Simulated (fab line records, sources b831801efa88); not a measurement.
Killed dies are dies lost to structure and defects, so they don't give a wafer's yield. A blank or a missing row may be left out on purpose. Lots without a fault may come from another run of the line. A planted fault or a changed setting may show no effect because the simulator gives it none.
Which tool did it? | flow gf180mcu | 12 lots, 36 wafers sampled, at 5 steps of a route of 602

WHAT THE GAUGES READ, wafer by wafer
GF_CONTACT_BOW_MEAS_05. Usual: CONTACT_BOW 64 um, standard deviation 7.2.
lot  | measured     | on            | CONTACT_BOW (um) | flag
L674 | day 15 01:16 | film_metro-01 | 72 56 74         |
L676 | day 15 19:50 | film_metro-04 | 66 46 59         |
L677 | day 16 04:14 | film_metro-01 | 61 58 69         |
L679 | day 16 23:59 | film_metro-04 | 59 64 58         |
L681 | day 17 18:15 | film_metro-04 | 59 68 49         |
L683 | day 18 15:20 | film_metro-03 | 74 51 57         |
L686 | day 19 15:14 | film_metro-03 | 66 68 69         |
L691 | day 21 10:51 | film_metro-04 | 60 68 58         |
L694 | day 22 09:49 | film_metro-01 | 60 62 61         |
L695 | day 22 15:40 | film_metro-04 | 67 55 59         |
L696 | day 23 01:55 | film_metro-04 | 52 60 71         |
L697 | day 23 08:21 | film_metro-01 | 66 73 77         |

GF_V1_BOW_MEAS_05. Usual: V1_BOW 81 um, standard deviation 7.7.
lot  | measured     | on            | V1_BOW (um) | flag
L674 | day 17 01:11 | film_metro-03 | 88 71 89    |
L676 | day 17 20:32 | film_metro-01 | 89 68 80    |
L677 | day 18 05:44 | film_metro-02 | 76 74 84    |
L679 | day 19 00:44 | film_metro-03 | 73 80 71    |
L681 | day 19 20:20 | film_metro-01 | 73 82 63    |
L683 | day 20 17:02 | film_metro-03 | 91 71 78    |
L686 | day 21 17:39 | film_metro-02 | 80 81 80    |
L691 | day 23 12:17 | film_metro-03 | 77 86 76    |
L694 | day 24 10:09 | film_metro-02 | 56 58 58    | OFF
L695 | day 24 15:17 | film_metro-03 | 63 50 53    | OFF
L696 | day 25 01:38 | film_metro-02 | 46 54 65    | OFF
L697 | day 25 08:22 | film_metro-01 | 84 88 95    |

GF_V1_OVL_MEAS_15. Usual: V1_OVL 3 nm, standard deviation 5.9.
lot  | measured     | on         | V1_OVL (nm) | flag
L674 | day 18 00:11 | overlay-02 | 3 6 13      |
L676 | day 18 19:44 | overlay-01 | 16 -3 14    |
L677 | day 19 05:20 | overlay-02 | 2 -5 10     |
L679 | day 20 00:18 | overlay-02 | -3 -8 3     |
L681 | day 20 20:54 | overlay-01 | 8 8 -6      |
L683 | day 21 16:49 | overlay-02 | -2 -3 5     |
L686 | day 22 17:17 | overlay-01 | 4 9 3       |
L691 | day 24 10:23 | overlay-01 | 6 6 11      |
L694 | day 25 08:14 | overlay-02 | 1 11 2      |
L695 | day 25 12:14 | overlay-02 | 3 5 -5      |
L696 | day 25 22:54 | overlay-01 | 2 7 7       |
L697 | day 26 05:19 | overlay-02 | 1 -7 -1     |

WHICH TOOL RAN EACH LOT (tool, then ch and the chambers of the sampled wafers, then the start)
lot  | GF_M1_METAL_ETCH_16               | GF_V1_CVD_02
L674 | rie_metal-01 ch 0,1, day 16 23:56 | pecvd-02 ch 0,1, day 17 00:46
L676 | rie_metal-01 ch 0,1, day 17 19:17 | pecvd-02 ch 0,2, day 17 20:06
L677 | rie_metal-01 ch 0,1, day 18 04:29 | pecvd-03 ch 0,1,2, day 18 05:19
L679 | rie_metal-02 ch 0,1, day 18 23:29 | pecvd-02 ch 0,1,2, day 19 00:17
L681 | rie_metal-01 ch 0,1, day 19 19:05 | pecvd-01 ch 1,2, day 19 19:53
L683 | rie_metal-04 ch 0,1, day 20 15:47 | pecvd-02 ch 1,2, day 20 16:35
L686 | rie_metal-04 ch 0,1, day 21 16:26 | pecvd-03 ch 0,2, day 21 17:13
L691 | rie_metal-04 ch 1, day 23 11:01   | pecvd-01 ch 0,2, day 23 11:51
L694 | rie_metal-02 ch 0,1, day 24 08:32 | pecvd-01 ch 1,2, day 24 09:42
L695 | rie_metal-01 ch 0, day 24 13:56   | pecvd-03 ch 0,1,2, day 24 14:51
L696 | rie_metal-02 ch 0,1, day 25 00:08 | pecvd-01 ch 0,1, day 25 00:57
L697 | rie_metal-04 ch 0,1, day 25 07:01 | pecvd-01 ch 1,2, day 25 07:56
- GF_M1_METAL_ETCH_16: etches the open film in Cl2/BCl3, stops on SiO2, target depth 750.8 nm, time 125.1 s.
- GF_V1_CVD_02: deposits SiO2 from TEOS, target thk 850 nm, time 94.851 s.

WHAT THE TOOLS THEMSELVES READ (means of the sampled wafers that have a number; where no wafer has one, the mark that the record gives instead)
GF_M1_METAL_ETCH_16. Usual: bias_w 140.0 W, standard deviation 0.41; drypump_motor_current_A 5.5 A, standard deviation 0.41; oes_product_au 0.991 a.u., standard deviation 0.0062; rf_fwd_power_W 795.6 W, standard deviation 2.5; throttle_valve_pct 28.230 %, standard deviation 0.011.
lot  | tool         | bias_w (W) | drypump_motor_current_A (A) | oes_product_au (a.u.) | rf_fwd_power_W (W) | throttle_valve_pct (%) | flag
L674 | rie_metal-01 | 140.1      | 5.4                         | 0.992                 | 794.5              | 28.234                 |
L676 | rie_metal-01 | 139.6      | 5.4                         | 0.990                 | 795.8              | 28.231                 |
L677 | rie_metal-01 | 140.3      | 5.4                         | 0.992                 | 795.0              | 28.220                 |
L679 | rie_metal-02 | 139.5      | 5.1                         | 0.992                 | 795.9              | 28.231                 |
L681 | rie_metal-01 | 140.4      | 5.4                         | 0.991                 | 795.5              | 28.229                 |
L683 | rie_metal-04 | 139.7      | 6.1                         | 0.991                 | 793.4              | 28.226                 |
L686 | rie_metal-04 | 140.1      | 6.1                         | 0.989                 | 797.1              | 28.229                 |
L691 | rie_metal-04 | 139.7      | 6.1                         | 0.994                 | 794.5              | 28.224                 |
L694 | rie_metal-02 | 140.0      | 5.3                         | 0.995                 | 796.3              | 28.221                 |
L695 | rie_metal-01 | 140.0      | 5.4                         | 0.991                 | 796.3              | 28.229                 |
L696 | rie_metal-02 | 140.3      | 5.3                         | 0.992                 | 794.0              | 28.240                 |
L697 | rie_metal-04 | 139.7      | 6.1                         | 0.984                 | 797.0              | 28.240                 |

GF_V1_CVD_02. Usual: heater_power_outer_w 408 W, standard deviation 89; heater_power_w 687 W, standard deviation 110; rf_fwd_power_W 596.5 W, standard deviation 2.
lot  | tool     | heater_power_outer_w (W) | heater_power_w (W) | rf_fwd_power_W (W) | flag
L674 | pecvd-02 | 410                      | 686                | 594.1              |
L676 | pecvd-02 | 414                      | 676                | 596.2              |
L677 | pecvd-03 | 372                      | 648                | 596.7              |
L679 | pecvd-02 | 380                      | 644                | 595.5              |
L681 | pecvd-01 | 411                      | 696                | 595.4              |
L683 | pecvd-02 | 366                      | 588                | 594.1              |
L686 | pecvd-03 | 402                      | 688                | 597.8              |
L691 | pecvd-01 | 447                      | 736                | 596.1              |
L694 | pecvd-01 | -                        | -                  | -                  | OFF
L695 | pecvd-03 | -                        | -                  | -                  | OFF
L696 | pecvd-01 | -                        | -                  | -                  | OFF
L697 | pecvd-01 | 345                      | 625                | 596.7              |

THE ANSWER, worked out from the rows above alone
Rule: a lot is off if the mean of its wafers that have a number lies more than 3 standard deviations from the usual mean. A lot without any number at a reading at which 4 lots or more have one is off too. The other lots that the step has rows for count as sound. The gauges are gone through in route order, then the tools' own readings, and for those a lot's mean is taken as printed above. The first step at which some lot is off is used, and at that step the reading that is off furthest; a lot without a number counts as furthest.
Off: L694, L695, L696, at GF_V1_BOW_MEAS_05 (V1_BOW).
A tool fits if, at a process step before that reading, it ran every lot that is off, and no sound lot after the first of them. The gauges at GF_V1_BOW_MEAS_05 aren't tried: what is off there is off at GF_V1_CVD_02 too, on other tools, and a gauge's error can't cause that. None of those tried fits.

WHAT THE SIMULATOR HAD PUT IN
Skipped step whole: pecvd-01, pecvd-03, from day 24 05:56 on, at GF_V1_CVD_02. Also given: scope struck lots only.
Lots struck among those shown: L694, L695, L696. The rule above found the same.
